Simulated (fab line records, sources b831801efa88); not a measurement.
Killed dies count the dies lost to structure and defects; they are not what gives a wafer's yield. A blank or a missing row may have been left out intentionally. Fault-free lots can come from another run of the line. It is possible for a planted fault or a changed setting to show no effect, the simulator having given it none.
fab line records -- flow sky130
record: lots: 13, wafers: 39, lastDay: 50
route steps=708 shown FIELD_ISO@24 NWELL@76 VT_ADJUST_HVTP@88 PAD_OPEN@708
lots untouched by any fault: they come from a run of this same line in which no faults occurred
startH: the number of hours between the record's first day and the start of the first shown wafer of the lot -- waitH: hours since the lot's step before -- " repeats the value in the row above -- L1.1+2: several wafers, shown together as one row -- - no value present, or no start provided -- * or withheld: withheld -- < > ~ a bound
route shown NAME@n: a module of which the file shows steps, and the number in the route of the first -- usual: mean and standard deviation over wafers with no fault -- same: alike in all rows -- chamber/n: place in a boat -- sites: the reading at each site -- _std_site: how widely they spread, as a standard deviation -- _edge_site: inner sites' mean taken away from outer sites' mean -- radiusMm: for every site, how far away it sits from the centre of the wafer -- mask NAME#n: copy n -- behind: the tool/chamber that last shaped the wafer -- hold: why the lot was held/for how many hours/how that ended -- device: the n, p or np transistor that did not switch -- end of line: the tests these same wafers got at the end of their route -- a step with no rows: only its recipe -- killed: count of dies lost to structure and defects at first sort (not the wafer's yield) -- map: a wafer's dies, marking killed ones x, the rest . and places with no die _
set.NAME: the setting as run; set.NAME@STEP: as run at that earlier step -- model.NAME: the simulator's own value behind a step, which no gauge read
steps of the route over a sample of lots; a table a step, a row a wafer
services: the hour from which a tool's chamber was out of use, counted from the record's first day as startH (under 0 if before that day), plus the number of hours and why
== steps ==
step: SKY_FIELD_ISO_THK_MEAS_23
recipe: reads: SiO2_of_FIELD_ISO_OXIDATION_22
usual: FIELD_ISO_OXIDATION_01_THK: 10.03/0.23
lot.wafer,tool,chamber,startH,waitH,FIELD_ISO_OXIDATION_01_THK[nm]
L764.3,filmMetro-01,-,36.43,0.0,9.86
L764.4,filmMetro-01,-,36.43,0.0,9.71
L764.5,filmMetro-01,-,36.43,0.0,9.73
L766.1,filmMetro-01,-,45.94,0.0,9.81
L766.5,filmMetro-01,-,45.94,0.0,9.81
L766.6,filmMetro-01,-,45.94,0.0,9.77
L767.1,filmMetro-04,-,50.95,0.0,10.35
L767.2,filmMetro-04,-,50.95,0.0,10.30
L767.3,filmMetro-04,-,50.95,0.0,10.41
L768.2,filmMetro-01,-,75.82,0.0,10.49
L768.5,filmMetro-01,-,75.82,0.0,10.18
L768.6,filmMetro-01,-,75.82,0.0,10.35
L772.1,filmMetro-03,-,81.84,0.0,10.28
L772.3,filmMetro-03,-,81.84,0.0,10.36
L772.6,filmMetro-03,-,81.84,0.0,10.16
L773.1,filmMetro-03,-,85.77,0.0,9.84
L773.3,filmMetro-03,-,85.77,0.0,9.81
L773.6,filmMetro-03,-,85.77,0.0,9.82
L774.4,filmMetro-01,-,92.64,0.0,10.18
L774.5,filmMetro-01,-,92.64,0.0,10.07
L774.6,filmMetro-01,-,92.64,0.0,10.33
L775.1,filmMetro-03,-,95.29,0.0,9.72
L775.2,filmMetro-03,-,95.29,0.0,9.95
L775.6,filmMetro-03,-,95.29,0.0,9.88
L776.2,filmMetro-03,-,99.17,0.0,9.96
L776.4,filmMetro-03,-,99.17,0.0,9.94
L776.5,filmMetro-03,-,99.17,0.0,10.02
L779.1,filmMetro-04,-,123.97,0.0,10.31
L779.5,filmMetro-04,-,123.97,0.0,10.46
L779.6,filmMetro-04,-,123.97,0.0,10.44
L780.1,filmMetro-01,-,123.97,0.0,9.91
L780.3,filmMetro-01,-,123.97,0.0,10.17
L780.5,filmMetro-01,-,123.97,0.0,10.28
L782.2,filmMetro-01,-,135.36,0.0,9.86
L782.3,filmMetro-01,-,135.36,0.0,9.79
L782.4,filmMetro-01,-,135.36,0.0,10.03
L785.1,filmMetro-04,-,150.55,0.0,9.85
L785.3,filmMetro-04,-,150.55,0.0,9.76
L785.5,filmMetro-04,-,150.55,0.0,9.92
step: SKY_NWELL_OVL_MEAS_23
usual: NWELL_01_OVL: -0.8/1.4
lot.wafer,tool,chamber,startH,waitH,NWELL_01_OVL[nm]
L764.3,overlay-02,-,108.59,-,1.2
L764.4,overlay-02,-,108.59,-,-0.9
L764.5,overlay-02,-,108.59,-,-1.8
L766.1,overlay-02,-,118.66,-,-1.0
L766.5,overlay-02,-,118.66,-,0.6
L766.6,overlay-02,-,118.66,-,-1.8
L767.1,overlay-01,-,122.95,-,-2.3
L767.2,overlay-01,-,122.95,-,-2.5
L767.3,overlay-01,-,122.95,-,0.0
L768.2,overlay-02,-,151.18,-,0.8
L768.5,overlay-02,-,151.18,-,-0.7
L768.6,overlay-02,-,151.18,-,-0.6
L773.1,overlay-01,-,161.95,-,-1.4
L773.3,overlay-01,-,161.95,-,-0.9
L773.6,overlay-01,-,161.95,-,-1.5
L772.1,overlay-01,-,163.12,-,-1.8
L772.3,overlay-01,-,163.12,-,-2.6
L772.6,overlay-01,-,163.12,-,-1.4
L774.4,overlay-02,-,173.54,-,0.8
L774.5,overlay-02,-,173.54,-,-1.1
L774.6,overlay-02,-,173.54,-,-1.6
L775.1,overlay-02,-,174.05,-,0.4
L775.2,overlay-02,-,174.05,-,1.1
L775.6,overlay-02,-,174.05,-,-0.5
L776.2,overlay-02,-,178.11,-,-2.1
L776.4,overlay-02,-,178.11,-,-2.5
L776.5,overlay-02,-,178.11,-,-1.1
L779.1,overlay-02,-,220.55,-,-0.7
L779.5,overlay-02,-,220.55,-,-1.8
L779.6,overlay-02,-,220.55,-,-3.9
L780.1,overlay-02,-,220.96,-,0.1
L780.3,overlay-02,-,220.96,-,-0.4
L780.5,overlay-02,-,220.96,-,-0.2
L782.2,overlay-02,-,233.83,-,-0.2
L782.3,overlay-02,-,233.83,-,0.2
L782.4,overlay-02,-,233.83,-,-1.6
L785.1,overlay-02,-,243.76,-,-1.3
L785.3,overlay-02,-,243.76,-,0.0
L785.5,overlay-02,-,243.76,-,-1.3
step: SKY_VT_ADJUST_HVTP_SOFTBAKE_03
recipe: tempC: 90, timeS: 60, resist: NOVOLAK
usual: exhaustPa: 44.8/0.92, heaterPowerTotalW: 56.60/0.045, plateTempC: 90.01/0.13, resistLineTempC: 22.99/0.1
same: timeS: 60
lot.wafer,tool,chamber,startH,waitH,exhaustPa,heaterPowerTotalW,plateTempC,resistLineTempC
L764.3,lithoTrack-04,0,118.02,0.1,45.0,56.62,89.88,23.00
L764.4,lithoTrack-04,0,118.02,0.1,46.0,56.56,89.94,22.95
L764.5,lithoTrack-04,0,118.02,0.1,44.7,56.49,89.99,23.07
L766.1,lithoTrack-01,0,127.51,0.1,45.3,56.67,89.87,22.98
L766.5,lithoTrack-01,0,127.51,0.1,46.3,56.60,89.89,22.98
L766.6,lithoTrack-01,0,127.51,0.1,45.2,56.60,89.85,23.06
L767.1,lithoTrack-01,0,132.71,0.1,44.7,56.55,90.27,23.09
L767.2,lithoTrack-01,0,132.71,0.1,45.8,56.72,90.05,23.09
L767.3,lithoTrack-01,0,132.71,0.1,44.3,56.62,90.24,23.12
L768.2,lithoTrack-01,0,161.14,0.1,45.4,56.64,90.00,23.12
L768.5,lithoTrack-01,0,161.14,0.1,44.9,56.56,89.83,22.96
L768.6,lithoTrack-01,0,161.14,0.1,44.6,56.59,89.98,23.02
L773.1,lithoTrack-01,0,173.46,0.1,45.4,56.54,89.93,23.17
L773.3,lithoTrack-01,0,173.46,0.1,45.4,56.62,90.01,22.98
L773.6,lithoTrack-01,0,173.46,0.1,45.3,56.58,89.76,23.03
L772.1,lithoTrack-01,0,174.06,0.1,45.8,56.65,89.99,22.97
L772.3,lithoTrack-01,0,174.06,0.1,45.8,56.62,89.98,23.10
L772.6,lithoTrack-01,0,174.06,0.1,44.9,56.53,89.86,22.93
L774.4,lithoTrack-04,0,183.65,0.1,44.0,56.62,90.03,22.92
L774.5,lithoTrack-04,0,183.65,0.1,43.7,56.58,90.12,22.98
L774.6,lithoTrack-04,0,183.65,0.1,44.2,56.59,90.17,23.03
L775.1,lithoTrack-04,0,184.17,0.1,46.4,55.20,88.28,22.96
L775.2,lithoTrack-04,0,184.17,0.1,44.3,55.13,88.32,22.87
L775.6,lithoTrack-04,0,184.17,0.1,44.7,55.16,88.09,22.97
L776.2,lithoTrack-04,0,189.85,0.1,45.4,55.13,88.53,22.78
L776.4,lithoTrack-04,0,189.85,0.1,45.9,55.20,88.42,22.84
L776.5,lithoTrack-04,0,189.85,0.1,45.8,55.05,88.26,22.88
L779.1,lithoTrack-02,0,232.85,0.1,44.8,56.60,89.89,23.00
L779.5,lithoTrack-02,0,232.85,0.1,44.7,56.58,90.10,22.91
L779.6,lithoTrack-02,0,232.85,0.1,44.1,56.60,90.01,22.80
L780.1,lithoTrack-02,0,233.45,0.1,44.1,56.60,89.94,22.99
L780.3,lithoTrack-02,0,233.45,0.1,45.3,56.64,89.95,23.01
L780.5,lithoTrack-02,0,233.45,0.1,45.8,56.58,90.03,22.84
L782.2,lithoTrack-01,0,245.54,0.1,44.8,56.63,90.03,22.95
L782.3,lithoTrack-01,0,245.54,0.1,43.9,56.64,90.13,23.05
L782.4,lithoTrack-01,0,245.54,0.1,44.8,56.57,89.95,22.88
L785.1,lithoTrack-01,0,255.66,0.1,44.1,56.57,89.88,23.06
L785.3,lithoTrack-01,0,255.66,0.1,44.1,56.59,89.98,22.97
L785.5,lithoTrack-01,0,255.66,0.1,44.7,56.68,89.85,23.02
step: SKY_VT_ADJUST_HVTP_STRIP_10
recipe: chemistry: O2/N2, powerW: 1400, pressureMtorr: 1500, platenTempC: withheld, o2FlowSccm: 3000, n2FlowSccm: 300, overashFraction: 0.5
usual: drypumpMotorCurrentA: 5.7/0.34, oesProductAu: 0.715/0.0042, stripTimeToEndpointS: 14.30/0.039
lot.wafer,tool,chamber,startH,waitH,drypumpMotorCurrentA,oesProductAu,rfHoursCounterH,stripTimeToEndpointS
L764.3,plasmaAsher-04,1,126.75,0.1,5.8,0.713,-,14.31
L764.4,plasmaAsher-04,0,126.75,0.1,5.8,0.716,-,14.33
L764.5,plasmaAsher-04,0,126.75,0.1,5.8,0.716,-,14.28
L766.1,plasmaAsher-04,1,136.96,0.1,5.8,0.714,40,14.38
L766.5,plasmaAsher-04,0,136.96,0.1,5.8,0.713,-,14.37
L766.6,plasmaAsher-04,1,136.96,0.1,5.8,0.716,-,14.32
L767.1,plasmaAsher-02,0,141.91,0.1,6.0,0.715,50,14.35
L767.2,plasmaAsher-02,1,141.91,0.1,5.0,0.717,50,14.30
L767.3,plasmaAsher-02,0,141.91,0.1,6.0,0.716,-,14.33
L768.2,plasmaAsher-01,1,172.41,0.1,5.9,0.715,36,14.28
L768.5,plasmaAsher-01,0,172.41,0.1,5.5,0.716,-,14.26
L768.6,plasmaAsher-01,1,172.41,0.1,5.9,0.713,-,14.26
L773.1,plasmaAsher-02,0,183.21,0.1,6.0,0.711,54,14.29
L773.3,plasmaAsher-02,0,183.21,0.1,6.0,0.714,-,14.31
L773.6,plasmaAsher-02,0,183.21,0.1,6.0,0.718,-,14.30
L772.1,plasmaAsher-01,1,183.72,0.1,5.9,0.720,38,14.25
L772.3,plasmaAsher-01,1,183.72,0.1,5.9,0.716,-,14.22
L772.6,plasmaAsher-01,1,183.72,0.1,5.9,0.714,-,14.27
L774.4,plasmaAsher-01,1,195.71,0.1,5.9,0.723,-,14.33
L774.5,plasmaAsher-01,0,195.71,0.1,5.5,0.713,-,14.30
L774.6,plasmaAsher-01,1,195.71,0.1,5.9,0.716,-,14.33
L775.1,plasmaAsher-04,1,195.92,0.1,5.8,0.724,45,14.32
L775.2,plasmaAsher-04,0,195.92,0.1,5.8,0.721,45,14.30
L775.6,plasmaAsher-04,0,195.92,0.1,5.8,0.710,-,14.29
L776.2,plasmaAsher-01,1,200.57,0.1,5.9,0.716,39,14.35
L776.4,plasmaAsher-01,1,200.57,0.1,5.9,0.712,-,14.37
L776.5,plasmaAsher-01,1,200.57,0.1,5.9,0.711,-,14.32
L779.1,plasmaAsher-01,0,244.77,0.1,5.5,0.716,44,14.28
L779.5,plasmaAsher-01,0,244.77,0.1,5.5,0.718,-,14.22
L779.6,plasmaAsher-01,1,244.77,0.1,5.9,0.715,-,14.29
L780.1,plasmaAsher-04,0,245.07,0.1,5.9,0.713,51,14.31
L780.3,plasmaAsher-04,1,245.07,0.1,5.8,0.722,-,14.28
L780.5,plasmaAsher-04,1,245.07,0.1,5.8,0.713,-,14.32
L782.2,plasmaAsher-04,0,257.43,0.1,5.8,0.710,52,14.26
L782.3,plasmaAsher-04,0,257.43,0.1,5.8,0.720,-,14.34
L782.4,plasmaAsher-04,1,257.43,0.1,5.8,0.716,-,14.30
L785.1,plasmaAsher-01,1,267.97,0.1,5.9,0.716,46,14.26
L785.3,plasmaAsher-01,1,267.97,0.1,5.9,0.714,-,14.28
L785.5,plasmaAsher-01,1,267.97,0.1,5.9,0.721,-,14.26
step: SKY_PAD_OPEN_PROBE_99
usual: killed_at_M0_to_M3: 44/7.2, killed_at_M4_up: 3.0/1.8, killedAtContacts: 24/5.4, killedAtFrontEnd: 14/4.4, killedAtOther: 0.4/0.64, killedDies: 86/9.4, killedOpen: 47/7.7, killedShort: 39/5.8
same: grossDies: 492, killedAtBackSide: 0
lot.wafer,tool,chamber,startH,waitH,killed_at_M0_to_M3,killed_at_M4_up,killedAtContacts,killedAtFrontEnd,killedAtOther,killedDies,killedOpen,killedShort
L772.1,prober-02,-,1132.08,0.1,43,3,26,16,0,88,51,37
L772.3,prober-02,-,1132.18,0.2,56,3,19,17,0,95,57,38
L772.6,prober-02,-,1132.33,0.2,53,1,21,16,0,91,45,46
L776.2,prober-01,-,1150.68,0.1,41,3,23,7,0,74,36,38
L776.4,prober-01,-,1150.78,0.2,44,5,23,15,1,88,46,42
L776.5,prober-01,-,1150.83,0.2,50,4,11,10,0,75,34,41
killed by level:class
L772.1 CONTACT:geometricParticle:open=13 VIA1:geometricParticle:open=13 CONTACT:geometricParticle:short=7 VIA2:geometricParticle:open=7 VIA1:geometricParticle:short=6 LI_CONTACT:geometricParticle:open=6 VIA3:geometricParticle:open=5 FIELD_ISO:geometricParticle:short=4
L772.3 VIA1:geometricParticle:open=12 CONTACT:geometricParticle:open=10 VIA3:geometricParticle:open=7 METAL2:geometricParticle:short=7 FIELD_ISO:geometricParticle:short=6 LI_CONTACT:geometricParticle:open=6 METAL1:geometricParticle:short=6 VIA2:geometricParticle:open=6
L772.6 VIA1:geometricParticle:open=12 LI_CONTACT:geometricParticle:open=8 METAL3:geometricParticle:short=8 METAL2:geometricParticle:short=7 METAL1:geometricParticle:short=6 CONTACT:geometricParticle:open=5 VIA2:geometricParticle:open=5 VIA3:geometricParticle:short=5
L776.2 CONTACT:geometricParticle:open=13 METAL1:geometricParticle:short=8 VIA1:geometricParticle:open=8 METAL2:geometricParticle:short=6 VIA1:geometricParticle:short=5 LI_CONTACT:geometricParticle:open=4 VIA2:geometricParticle:open=4 FIELD_ISO:geometricParticle:short=3
L776.4 VIA1:geometricParticle:open=9 CONTACT:geometricParticle:open=8 VIA2:geometricParticle:open=8 FIELD_ISO:geometricParticle:short=6 FIELD_ISO:geometricParticle:open=6 LI_CONTACT:geometricParticle:open=6 VIA1:geometricParticle:short=6 VIA3:geometricParticle:open=6
L776.5 VIA1:geometricParticle:open=10 METAL2:geometricParticle:short=9 VIA3:geometricParticle:open=7 METAL1:geometricParticle:short=6 METAL2:geometricParticle:open=5 VIA2:geometricParticle:open=4 POLY_GATE:geometricParticle:short=4 METAL4:geometricParticle:short=4
== services ==
tool,chamber,startH,hours,kind
plasmaAsher-01,-,145.14,5.5,repair
plasmaAsher-01,-,203.31,7.0,repair
plasmaAsher-02,-,226.00,17.2,repair
plasmaAsher-04,-,250.16,3.6,repair
== key ==
firstSign: step: SKY_VT_ADJUST_HVTP_SOFTBAKE_03, reading: heaterPowerTotalW, direction: down, sigmas: 32, usual: *, struck: *
effect: step: SKY_VT_ADJUST_HVTP_SOFTBAKE_03, reading: plateTempC, direction: down, sigmas: 14, usual: *, struck: *
metAt SKY_VT_ADJUST_HVTP_SOFTBAKE_03
struckLots L775,L776
testerLeftOut L775,L776
notActingAt SKY_FIELD_ISO_THK_MEAS_23,SKY_NWELL_OVL_MEAS_23,SKY_VT_ADJUST_HVTP_STRIP_10
onsetBetween 183.65 184.17
fault: kind: processParameterDrift, tool: lithoTrack-04, chamber: -, onsetH: 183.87, steps: SKY_VT_ADJUST_HVTP_SOFTBAKE_03, channel: tempC, offset: *, shape: step, endH: 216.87, actsIn: *, stated: *
testerLeftOut: of these lots the tester's yield and bins aren't shown, on N5 and GAA mostly nor the transistor test; their killed dies are dies lost to structure and defects alone, not to doping, threshold or leakage, so they don't give the yield
